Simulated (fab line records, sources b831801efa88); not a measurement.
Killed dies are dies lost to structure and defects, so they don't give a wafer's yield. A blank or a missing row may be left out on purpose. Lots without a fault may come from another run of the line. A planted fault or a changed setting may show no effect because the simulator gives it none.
Which tool did it? | flow sky130 | 7 lots, 21 wafers sampled, at 2 steps of a route of 708

WHAT THE GAUGES READ, wafer by wafer
SKY_PWDE_OVL_MEAS_07.
lot  | measured    | on         | PWDE_OVL (nm)
L274 | day 4 05:46 | overlay-02 | -0.5 -2.9 -4.2
L277 | day 4 18:50 | overlay-02 | -0.2 0.5 -0.1
L283 | day 6 04:02 | overlay-02 | - - -
L288 | day 7 10:01 | overlay-01 | -0.9 -1.5 -1.6
L290 | day 7 20:04 | overlay-02 | -0.2 -2.1 -1.5
L292 | day 8 06:28 | overlay-01 | -1.2 -1.8 -0.7
L295 | day 9 04:55 | overlay-01 | -1.1 0.4 -0.1

WHICH TOOL RAN EACH LOT (tool, then ch and the chambers of the sampled wafers, then the start)
lot  | SKY_PWDE_COAT_02
L274 | litho_track-02 ch 0, day 3 21:31
L277 | litho_track-04 ch 0, day 4 10:22
L283 | litho_track-02, day 5 18:38
L288 | litho_track-04 ch 0, day 6 23:28
L290 | litho_track-01 ch 0, day 7 09:38
L292 | litho_track-02 ch 0, day 7 20:14
L295 | litho_track-04 ch 0, day 8 18:07
- SKY_PWDE_COAT_02: resist thk 3000 nm.

THE ANSWER, worked out from the rows above alone
Rule: what is usual is taken from the lots themselves. Put in order of their means at a reading, lots are off if they are a third of the lots or fewer, leave a main group of 4 or more, and stand apart from it by a gap of 3 or more times the standard deviation of the main group's means; of several such gaps the widest counts. A main group whose means are all the same, to the digits that the tables above print for the reading, isn't used. A lot without any number at a reading at which 4 lots or more have one is off too. The other lots that the step has rows for count as sound.
Off: L283, at SKY_PWDE_OVL_MEAS_07 (PWDE_OVL). Without a number there: L283. The main group: mean -1.1 nm, standard deviation 0.84.
A tool fits if, at a process step before that reading, it ran every lot that is off, and no sound lot after the first of them. The gauges at SKY_PWDE_OVL_MEAS_07 are tried like those tools. None of those tried fits.

WHAT THE SIMULATOR HAD PUT IN
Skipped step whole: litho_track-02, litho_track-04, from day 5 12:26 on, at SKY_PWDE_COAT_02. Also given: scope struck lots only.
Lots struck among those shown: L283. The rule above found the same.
